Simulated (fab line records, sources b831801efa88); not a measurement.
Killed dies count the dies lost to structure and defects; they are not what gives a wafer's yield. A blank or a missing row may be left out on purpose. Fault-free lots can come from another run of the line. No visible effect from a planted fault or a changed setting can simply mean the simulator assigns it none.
The tool behind it: which one? :: flow gf180mcu :: 12 lots, 36 wafers sampled, at 5 steps of a route of 602

## WHAT THE GAUGES READ, wafer by wafer
GF_M1_THK_MEAS_06: measures by xrf. Usual: for M1_ALCU_THK the level is 455 nm and the standard deviation is 6.4.
lot: L402
measured: day 15 15:05
on: film-metro-03
M1_ALCU_THK (nm): 460 461 463
flag: 

lot: L404
measured: day 17 13:10
on: film-metro-01
M1_ALCU_THK (nm): 446 451 453
flag: 

lot: L405
measured: day 17 15:05
on: film-metro-01
M1_ALCU_THK (nm): 457 457 457
flag: 

lot: L406
measured: day 18 05:40
on: film-metro-03
M1_ALCU_THK (nm): 447 457 441
flag: 

lot: L407
measured: day 18 17:46
on: film-metro-01
M1_ALCU_THK (nm): 464 466 455
flag: 

lot: L409
measured: day 18 23:44
on: film-metro-02
M1_ALCU_THK (nm): 464 464 459
flag: 

lot: L414
measured: day 21 03:19
on: film-metro-02
M1_ALCU_THK (nm): 444 444 455
flag: 

lot: L417
measured: day 22 04:49
on: film-metro-02
M1_ALCU_THK (nm): 458 451 458
flag: 

lot: L420
measured: day 23 01:11
on: film-metro-02
M1_ALCU_THK (nm): 456 453 460
flag: 

lot: L422
measured: day 23 11:52
on: film-metro-02
M1_ALCU_THK (nm): 458 452 462
flag: 

lot: L423
measured: day 23 23:47
on: film-metro-03
M1_ALCU_THK (nm): 450 455 448
flag: 

lot: L425
measured: day 24 07:31
on: film-metro-02
M1_ALCU_THK (nm): 457 456 461
flag: 

GF_V1_THK_MEAS_01. Usual: for V1_CVD_00_THK the level is 597 nm and the standard deviation is 6.9.
lot: L402
measured: day 16 14:13
on: film-metro-02
V1_CVD_00_THK (nm): 600 589 594
flag: 

lot: L404
measured: day 18 13:50
on: film-metro-02
V1_CVD_00_THK (nm): 594 596 608
flag: 

lot: L405
measured: day 18 15:41
on: film-metro-03
V1_CVD_00_THK (nm): 596 599 595
flag: 

lot: L406
measured: day 19 07:04
on: film-metro-02
V1_CVD_00_THK (nm): 600 591 595
flag: 

lot: L407
measured: day 19 19:31
on: film-metro-03
V1_CVD_00_THK (nm): 584 588 594
flag: 

lot: L409
measured: day 20 01:23
on: film-metro-02
V1_CVD_00_THK (nm): 604 603 597
flag: 

lot: L414
measured: day 22 04:29
on: film-metro-02
V1_CVD_00_THK (nm): 308 305 295
flag: OFF

lot: L417
measured: day 23 04:43
on: film-metro-04
V1_CVD_00_THK (nm): 311 304 311
flag: OFF

lot: L420
measured: day 24 00:32
on: film-metro-04
V1_CVD_00_THK (nm): 598 590 598
flag: 

lot: L422
measured: day 24 10:21
on: film-metro-02
V1_CVD_00_THK (nm): 598 595 597
flag: 

lot: L423
measured: day 24 22:32
on: film-metro-02
V1_CVD_00_THK (nm): 595 592 589
flag: 

lot: L425
measured: day 25 06:15
on: film-metro-02
V1_CVD_00_THK (nm): 617 602 614
flag: 

GF_V1_CD_MEAS_14: the cd target is 260 nm. Usual: cd-nm reads 260.1 nm (standard deviation 0.95).
lot: L402
measured: day 17 13:47
on: cd-sem-01
cd-nm (nm): 259.3 261.9 258.7
flag: 

lot: L404
measured: day 19 15:13
on: cd-sem-02
cd-nm (nm): 260.1 258.7 258.9
flag: 

lot: L405
measured: day 19 16:50
on: cd-sem-01
cd-nm (nm): 260.3 259.0 260.2
flag: 

lot: L406
measured: day 20 08:22
on: cd-sem-02
cd-nm (nm): 258.0 259.8 259.3
flag: 

lot: L407
measured: day 20 21:05
on: cd-sem-01
cd-nm (nm): 259.9 260.4 260.1
flag: 

lot: L409
measured: day 21 02:40
on: cd-sem-01
cd-nm (nm): 259.2 259.6 259.4
flag: 

lot: L414
measured: day 23 04:47
on: cd-sem-01
cd-nm (nm): 260.8 260.5 260.0
flag: 

lot: L417
measured: day 24 03:23
on: cd-sem-01
cd-nm (nm): 261.0 260.5 260.8
flag: 

lot: L420
measured: day 24 23:32
on: cd-sem-02
cd-nm (nm): 259.5 258.2 259.4
flag: 

lot: L422
measured: day 25 08:46
on: cd-sem-01
cd-nm (nm): 260.6 260.4 260.1
flag: 

lot: L423
measured: day 25 20:41
on: cd-sem-02
cd-nm (nm): 260.3 260.0 260.8
flag: 

lot: L425
measured: day 26 03:47
on: cd-sem-02
cd-nm (nm): 259.5 260.7 260.6
flag: 

## TOOL THAT RAN EACH LOT (tool first, then ch and the chambers of the sampled wafers, then the start)
lot: L402
GF_CONTACT_ETCH_16: rie-diel-03 ch 0,2,3, day 15 13:35
GF_V1_CVD_00: hdpcvd-02 ch 0,1,2, day 16 14:09

lot: L404
GF_CONTACT_ETCH_16: rie-diel-03 ch 0,1,3, day 17 11:41
GF_V1_CVD_00: hdpcvd-02 ch 0,1,2, day 18 13:46

lot: L405
GF_CONTACT_ETCH_16: rie-diel-03 ch 0,1,2, day 17 13:35
GF_V1_CVD_00: hdpcvd-02 ch 0,1, day 18 15:36

lot: L406
GF_CONTACT_ETCH_16: rie-diel-02 ch 1,3, day 18 04:10
GF_V1_CVD_00: hdpcvd-02 ch 0,1, day 19 06:59

lot: L407
GF_CONTACT_ETCH_16: rie-diel-04 ch 2,3, day 18 16:17
GF_V1_CVD_00: hdpcvd-01 ch 0,1,2, day 19 19:26

lot: L409
GF_CONTACT_ETCH_16: rie-diel-04 ch 0,1,3, day 18 22:14
GF_V1_CVD_00: hdpcvd-02 ch 0,1,2, day 20 01:17

lot: L414
GF_CONTACT_ETCH_16: rie-diel-03 ch 0,2,3, day 21 01:47
GF_V1_CVD_00: hdpcvd-01 ch 0,1,2, day 22 04:25

lot: L417
GF_CONTACT_ETCH_16: rie-diel-04 ch 1,3, day 22 03:20
GF_V1_CVD_00: hdpcvd-01 ch 0,1,2, day 23 04:38

lot: L420
GF_CONTACT_ETCH_16: rie-diel-04 ch 0,1,3, day 22 23:41
GF_V1_CVD_00: hdpcvd-02 ch 1,2, day 24 00:26

lot: L422
GF_CONTACT_ETCH_16: rie-diel-03 ch 0,2, day 23 10:23
GF_V1_CVD_00: hdpcvd-02 ch 0,2, day 24 10:16

lot: L423
GF_CONTACT_ETCH_16: rie-diel-03 ch 0,1, day 23 21:59
GF_V1_CVD_00: hdpcvd-02 ch 0,1, day 24 22:28

lot: L425
GF_CONTACT_ETCH_16: rie-diel-03 ch 0,3, day 24 05:50
GF_V1_CVD_00: hdpcvd-01 ch 1,2, day 25 06:11
- GF_CONTACT_ETCH_16: etches BARC in N2/H2.
- GF_V1_CVD_00: deposits SiO2, target thk 600 nm, time 100 s.

## AS READ BY THE TOOLS THEMSELVES (means over the sampled wafers that have a number; for cases with no such wafer, the mark the record gives instead)
GF_CONTACT_ETCH_16. Usual: drypump-motor-current-A 5.6 A, standard deviation 0.46; oes-product-au 0.854 a.u., standard deviation 0.0046; throttle-valve-pct 13.225 %, standard deviation 0.0092.
lot: L402
tool: rie-diel-03
drypump-motor-current-A (A): 5.3
oes-product-au (a.u.): 0.852
throttle-valve-pct (%): 13.232
flag: 

lot: L404
tool: rie-diel-03
drypump-motor-current-A (A): 5.7
oes-product-au (a.u.): 0.856
throttle-valve-pct (%): 13.224
flag: 

lot: L405
tool: rie-diel-03
drypump-motor-current-A (A): 5.5
oes-product-au (a.u.): 0.853
throttle-valve-pct (%): 13.227
flag: 

lot: L406
tool: rie-diel-02
drypump-motor-current-A (A): 5.3
oes-product-au (a.u.): 0.855
throttle-valve-pct (%): 13.233
flag: 

lot: L407
tool: rie-diel-04
drypump-motor-current-A (A): 5.7
oes-product-au (a.u.): 0.853
throttle-valve-pct (%): 13.223
flag: 

lot: L409
tool: rie-diel-04
drypump-motor-current-A (A): 5.5
oes-product-au (a.u.): 0.851
throttle-valve-pct (%): 13.221
flag: 

lot: L414
tool: rie-diel-03
drypump-motor-current-A (A): 5.3
oes-product-au (a.u.): 0.852
throttle-valve-pct (%): 13.229
flag: 

lot: L417
tool: rie-diel-04
drypump-motor-current-A (A): 5.3
oes-product-au (a.u.): 0.857
throttle-valve-pct (%): 13.234
flag: 

lot: L420
tool: rie-diel-04
drypump-motor-current-A (A): 5.4
oes-product-au (a.u.): 0.856
throttle-valve-pct (%): 13.231
flag: 

lot: L422
tool: rie-diel-03
drypump-motor-current-A (A): 5.0
oes-product-au (a.u.): 0.853
throttle-valve-pct (%): 13.223
flag: 

lot: L423
tool: rie-diel-03
drypump-motor-current-A (A): 5.4
oes-product-au (a.u.): 0.854
throttle-valve-pct (%): 13.218
flag: 

lot: L425
tool: rie-diel-03
drypump-motor-current-A (A): 5.6
oes-product-au (a.u.): 0.852
throttle-valve-pct (%): 13.224
flag: 

GF_V1_CVD_00. Usual: sih4-flow-sccm reads 60.00 sccm (standard deviation 0.19).
lot: L402
tool: hdpcvd-02
sih4-flow-sccm (sccm): 59.87
flag: 

lot: L404
tool: hdpcvd-02
sih4-flow-sccm (sccm): 60.03
flag: 

lot: L405
tool: hdpcvd-02
sih4-flow-sccm (sccm): 60.08
flag: 

lot: L406
tool: hdpcvd-02
sih4-flow-sccm (sccm): 60.04
flag: 

lot: L407
tool: hdpcvd-01
sih4-flow-sccm (sccm): 60.21
flag: 

lot: L409
tool: hdpcvd-02
sih4-flow-sccm (sccm): 60.05
flag: 

lot: L414
tool: hdpcvd-01
sih4-flow-sccm (sccm): 30.01
flag: OFF

lot: L417
tool: hdpcvd-01
sih4-flow-sccm (sccm): 29.79
flag: OFF

lot: L420
tool: hdpcvd-02
sih4-flow-sccm (sccm): 59.99
flag: 

lot: L422
tool: hdpcvd-02
sih4-flow-sccm (sccm): 59.85
flag: 

lot: L423
tool: hdpcvd-02
sih4-flow-sccm (sccm): 59.96
flag: 

lot: L425
tool: hdpcvd-01
sih4-flow-sccm (sccm): 60.16
flag: 

## THE ANSWER, worked out from the rows above alone
Rule: take the mean of a lot's wafers that have a number; if it is more than 3 standard deviations from the usual mean, the lot is off. A lot without any number at a reading at which 4 lots or more have one is off too. All remaining lots with rows at the step are treated as sound. After the gauges, taken in route order, come the tools' own readings; for these a lot's mean is taken, as printed above. At the first step where some lot is off, the reading lying furthest off is the one used; lots without a number count as furthest.
Off: L414, L417, at GF_V1_THK_MEAS_01 (V1_CVD_00_THK).
If a tool, at a process step before that reading, ran all the lots that are off and no sound lot after the first of them, it fits. Not tried: the gauges at GF_V1_THK_MEAS_01; whatever is off there is also off at GF_V1_CVD_00, on other tools, and gauge error can't account for it. Of those tried, none fits.

## WHAT HAD BEEN PUT IN BY THE SIMULATOR
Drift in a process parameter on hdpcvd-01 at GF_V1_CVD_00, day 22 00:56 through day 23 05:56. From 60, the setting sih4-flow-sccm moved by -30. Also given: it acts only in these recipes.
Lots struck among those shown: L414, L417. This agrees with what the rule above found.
